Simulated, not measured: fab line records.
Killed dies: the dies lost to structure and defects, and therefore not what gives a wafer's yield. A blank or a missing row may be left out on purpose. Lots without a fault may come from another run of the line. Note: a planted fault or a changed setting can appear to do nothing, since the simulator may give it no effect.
Which tool is to blame? :: flow gf180mcu :: 12 lots with 35 wafers sampled at 4 steps, on a route of 602 steps

== WHAT EACH GAUGE READ, for each wafer ==
GF_V4_BOW_MEAS_05.
lot: L865
measured: day 23 22:15
on: film-metro-03
V4_BOW (um): 129 135 127

lot: L866
measured: day 24 17:44
on: film-metro-03
V4_BOW (um): 145 143 144

lot: L870
measured: day 26 09:02
on: film-metro-03
V4_BOW (um): 120 126 140

lot: L872
measured: day 26 14:51
on: film-metro-03
V4_BOW (um): 139 136 134

lot: L874
measured: day 27 07:57
on: film-metro-03
V4_BOW (um): 133 133 134

lot: L875
measured: day 27 09:19
on: film-metro-04
V4_BOW (um): 122 132 128

lot: L876
measured: day 27 20:57
on: film-metro-03
V4_BOW (um): 136 139 148

lot: L878
measured: day 28 08:16
on: film-metro-03
V4_BOW (um): 137 141 137

lot: L879
measured: day 28 15:20
on: film-metro-01
V4_BOW (um): 130 136 140

lot: L883
measured: day 29 15:07
on: film-metro-03
V4_BOW (um): 135 138 132

lot: L884
measured: day 29 21:35
on: film-metro-01
V4_BOW (um): 143 127

lot: L886
measured: day 30 13:33
on: film-metro-03
V4_BOW (um): 130 132 126

GF_MIM_RS_MEAS_10: measurement is done with a four-point probe.
lot: L865
measured: day 24 22:21
on: film-metro-04
MIM_ALCU_RS (ohm/sq): 0.1599 0.1583 0.1594

lot: L866
measured: day 25 16:57
on: film-metro-04
MIM_ALCU_RS (ohm/sq): 0.1573 0.1585 0.1622

lot: L870
measured: day 27 04:54
on: film-metro-02
MIM_ALCU_RS (ohm/sq): 0.1587 0.1537 0.1590

lot: L872
measured: day 27 12:10
on: film-metro-04
MIM_ALCU_RS (ohm/sq): 0.1640 0.1666 0.1593

lot: L874
measured: day 28 05:48
on: film-metro-02
MIM_ALCU_RS (ohm/sq): 0.1624 0.1602 0.1572

lot: L875
measured: day 28 06:38
on: film-metro-02
MIM_ALCU_RS (ohm/sq): 0.1616 0.1578 0.1596

lot: L876
measured: day 28 18:29
on: film-metro-04
MIM_ALCU_RS (ohm/sq): 0.1580 0.1564 0.1557

lot: L878
measured: day 29 05:54
on: film-metro-04
MIM_ALCU_RS (ohm/sq): 0.1612 0.1588 0.1616

lot: L879
measured: day 29 12:22
on: film-metro-04
MIM_ALCU_RS (ohm/sq): 0.1644 0.1638 0.1637

lot: L883
measured: day 30 11:53
on: film-metro-01
MIM_ALCU_RS (ohm/sq): 0.1609 0.1621 0.1557

lot: L884
measured: day 30 17:44
on: film-metro-02
MIM_ALCU_RS (ohm/sq): 0.1616 0.1601

lot: L886
measured: day 31 09:32
on: film-metro-04
MIM_ALCU_RS (ohm/sq): 0.1604 0.1597 0.1599

== WHICH TOOL RAN EACH LOT (tool, then ch and the chambers of the sampled wafers, then the start) ==
lot: L865
GF_MIM_SPUTTER_02: pvd-sputter-02, day 24 22:04
GF_MIM_SPUTTER_08: pvd-sputter-02, day 24 22:17

lot: L866
GF_MIM_SPUTTER_02: pvd-sputter-01, day 25 16:40
GF_MIM_SPUTTER_08: pvd-sputter-02, day 25 16:53

lot: L870
GF_MIM_SPUTTER_02: pvd-sputter-02, day 27 04:37
GF_MIM_SPUTTER_08: pvd-sputter-01, day 27 04:51

lot: L872
GF_MIM_SPUTTER_02: pvd-sputter-02, day 27 11:53
GF_MIM_SPUTTER_08: pvd-sputter-01, day 27 12:07

lot: L874
GF_MIM_SPUTTER_02: pvd-sputter-01, day 28 05:30
GF_MIM_SPUTTER_08: pvd-sputter-02, day 28 05:44

lot: L875
GF_MIM_SPUTTER_02: pvd-sputter-01, day 28 06:19
GF_MIM_SPUTTER_08: pvd-sputter-02, day 28 06:32

lot: L876
GF_MIM_SPUTTER_02: pvd-sputter-01, day 28 18:13
GF_MIM_SPUTTER_08: pvd-sputter-02, day 28 18:26

lot: L878
GF_MIM_SPUTTER_02: pvd-sputter-01, day 29 05:36
GF_MIM_SPUTTER_08: pvd-sputter-02, day 29 05:50

lot: L879
GF_MIM_SPUTTER_02: pvd-sputter-02, day 29 12:05
GF_MIM_SPUTTER_08: pvd-sputter-01, day 29 12:19

lot: L883
GF_MIM_SPUTTER_02: pvd-sputter-02, day 30 11:37
GF_MIM_SPUTTER_08: pvd-sputter-01, day 30 11:50

lot: L884
GF_MIM_SPUTTER_02: pvd-sputter-01, day 30 17:23
GF_MIM_SPUTTER_08: pvd-sputter-02, day 30 17:37

lot: L886
GF_MIM_SPUTTER_02: pvd-sputter-01, day 31 09:16
GF_MIM_SPUTTER_08: pvd-sputter-04, day 31 09:29
- GF_MIM_SPUTTER_02: material AlCu, target thk 450 nm, time 23.9 s.
- GF_MIM_SPUTTER_08: material AlCu, target thk 200 nm, time 10.6 s.

== WHAT THE TOOLS THEMSELVES READ (means of the sampled wafers that have a number; where no wafer has one, the mark that the record gives instead) ==
GF_MIM_SPUTTER_02.
lot: L865
tool: pvd-sputter-02
throttle-valve-pct (%): 30.6

lot: L866
tool: pvd-sputter-01
throttle-valve-pct (%): 29.3

lot: L870
tool: pvd-sputter-02
throttle-valve-pct (%): 31.5

lot: L872
tool: pvd-sputter-02
throttle-valve-pct (%): 30.7

lot: L874
tool: pvd-sputter-01
throttle-valve-pct (%): 29.3

lot: L875
tool: pvd-sputter-01
throttle-valve-pct (%): 29.3

lot: L876
tool: pvd-sputter-01
throttle-valve-pct (%): 28.6

lot: L878
tool: pvd-sputter-01
throttle-valve-pct (%): 28.8

lot: L879
tool: pvd-sputter-02
throttle-valve-pct (%): 30.2

lot: L883
tool: pvd-sputter-02
throttle-valve-pct (%): 30.5

lot: L884
tool: pvd-sputter-01
throttle-valve-pct (%): 28.5

lot: L886
tool: pvd-sputter-01
throttle-valve-pct (%): 29.4

GF_MIM_SPUTTER_08.
lot: L865
tool: pvd-sputter-02
throttle-valve-pct (%): 30.8

lot: L866
tool: pvd-sputter-02
throttle-valve-pct (%): 31.4

lot: L870
tool: pvd-sputter-01
throttle-valve-pct (%): 28.9

lot: L872
tool: pvd-sputter-01
throttle-valve-pct (%): 29.3

lot: L874
tool: pvd-sputter-02
throttle-valve-pct (%): 31.2

lot: L875
tool: pvd-sputter-02
throttle-valve-pct (%): 30.5

lot: L876
tool: pvd-sputter-02
throttle-valve-pct (%): 30.8

lot: L878
tool: pvd-sputter-02
throttle-valve-pct (%): 30.0

lot: L879
tool: pvd-sputter-01
throttle-valve-pct (%): 29.0

lot: L883
tool: pvd-sputter-01
throttle-valve-pct (%): 28.8

lot: L884
tool: pvd-sputter-02
throttle-valve-pct (%): 30.5

lot: L886
tool: pvd-sputter-04
throttle-valve-pct (%): 31.4

== THE ANSWER, worked out from the rows above alone ==
Rule: the lots themselves supply what counts as usual. The widest of any qualifying gaps counts: lots, ordered by their means at a reading, are off when they make up no more than a third of the lots, leave a main group of 4 or more, and stand apart from it by 3 or more times the standard deviation of that group's means. The tables above print the reading to a certain number of digits; a main group whose means all agree to those digits is not used. A lot without any number at a reading at which 4 lots or more have one is off too. The other lots that the step has rows for count as sound. First the gauges in route order, then the tools' own readings, where a lot's mean is used as printed above. The first step at which some lot is off is used, and at that step the reading that is off furthest; a lot without a number counts as furthest.
Across all readings shown, no lot is off: no conclusion can be drawn from this.

== WHAT THE SIMULATOR PUT IN ==
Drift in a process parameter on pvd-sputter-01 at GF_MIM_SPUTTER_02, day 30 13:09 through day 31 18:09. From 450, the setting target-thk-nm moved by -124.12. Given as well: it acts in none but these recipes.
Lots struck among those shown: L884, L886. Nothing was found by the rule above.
